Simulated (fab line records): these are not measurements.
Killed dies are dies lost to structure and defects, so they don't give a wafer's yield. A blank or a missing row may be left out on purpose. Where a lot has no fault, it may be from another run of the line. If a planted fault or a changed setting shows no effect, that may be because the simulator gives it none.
2 desks, one fault || flow sky130 || each desk has only its own numbers; what lay behind them comes last

== FOR THE TOOL OWNER'S DESK: lithoTrack-04 ==
The tool's own readings at SKY_RES_PROTECT_COAT_02 (resist thk 1140 nm): means of the sampled wafers that have a number, for each lot that ran on this tool. Marked OUT: a lot whose mean sits more than 4 standard deviations from the usual mean, which makes it out of limits; the brackets give that distance.
Columns: A = spinSpeedRpm at SKY_RES_PROTECT_COAT_02, usual 3000.0 rpm
{"lot": "L289", "first seen here": "day 15 09:43", "A": 3001.3}
{"lot": "L290", "first seen here": "day 15 23:00", "A": 2998.7}
{"lot": "L298", "first seen here": "day 19 00:57", "A": 2998.7}
{"lot": "L302", "first seen here": "day 20 09:31", "A": 3000.5}
{"lot": "L304", "first seen here": "day 21 03:07", "A": 2998.8}
{"lot": "L308", "first seen here": "day 22 09:21", "A": "2949.8 (-23) OUT"}
{"lot": "L309", "first seen here": "day 23 07:34", "A": "2950.2 (-23) OUT"}
Finding of this desk: L308, L309 out of limits; the first was L308 at day 22 09:21, on spinSpeedRpm at SKY_RES_PROTECT_COAT_02. In limits: L289, L290, L298, L302, L304.

== FROM THE METROLOGY DESK ==
Lot by lot, what the gauges showed, no matter which tool ran the lot: averages of those sampled wafers that carry a number. Marked OUT: a lot whose mean sits more than 4 standard deviations from the usual mean, which makes it out of limits; the brackets give that distance.
Columns: A = VT_ADJUST_PCH_OVL at SKY_VT_ADJUST_PCH_OVL_MEAS_07, usual -0.3 nm; B = cdNm at SKY_POLY_GATE_CD_MEAS_13, usual 150.3 nm
{"lot": "L286", "first seen here": "day 10 04:53", "A": 0.5, "B": 152.2}
{"lot": "L287", "first seen here": "day 10 16:08", "A": 1.2, "B": 150.3}
{"lot": "L288", "first seen here": "day 11 02:59", "A": 1.4, "B": 150.3}
{"lot": "L289", "first seen here": "day 11 05:07", "A": -0.3, "B": 149.0}
{"lot": "L290", "first seen here": "day 11 15:32", "A": -1.5, "B": 147.3}
{"lot": "L294", "first seen here": "day 12 20:02", "A": 0.8, "B": 151.3}
{"lot": "L298", "first seen here": "day 14 07:50", "A": -0.2, "B": 151.7}
{"lot": "L299", "first seen here": "day 14 11:20", "A": 0.4, "B": 149.1}
{"lot": "L300", "first seen here": "day 14 23:31", "A": -0.2, "B": 149.9}
{"lot": "L302", "first seen here": "day 15 13:41", "A": -2.0, "B": 150.1}
{"lot": "L304", "first seen here": "day 16 05:41", "A": -1.2, "B": 151.1}
{"lot": "L308", "first seen here": "day 17 14:32", "A": -1.9, "B": 149.4}
{"lot": "L309", "first seen here": "day 17 19:56", "A": -0.2, "B": 150.4}
Finding of this desk: none of the 13 lots has anything out of limits.

== TAKEN TOGETHER ==
The tool owner's desk could have raised an alarm at day 22 09:21, on L308, L309.
At the metrology desk, nothing out of limits was observed.
The metrology desk holds a record of L308, L309, inside its limits.
The lots listed all ran SKY_RES_PROTECT_COAT_02 on lithoTrack-04.

== WHAT HAD BEEN PUT IN BY THE SIMULATOR ==
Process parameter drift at SKY_RES_PROTECT_COAT_02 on lithoTrack-04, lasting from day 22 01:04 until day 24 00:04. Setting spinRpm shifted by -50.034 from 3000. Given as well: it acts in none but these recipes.
Struck lots among those shown: L308, L309.
Time in hours from fault onset to the first out-of-limits reading at each desk: the tool owner's desk, 8.
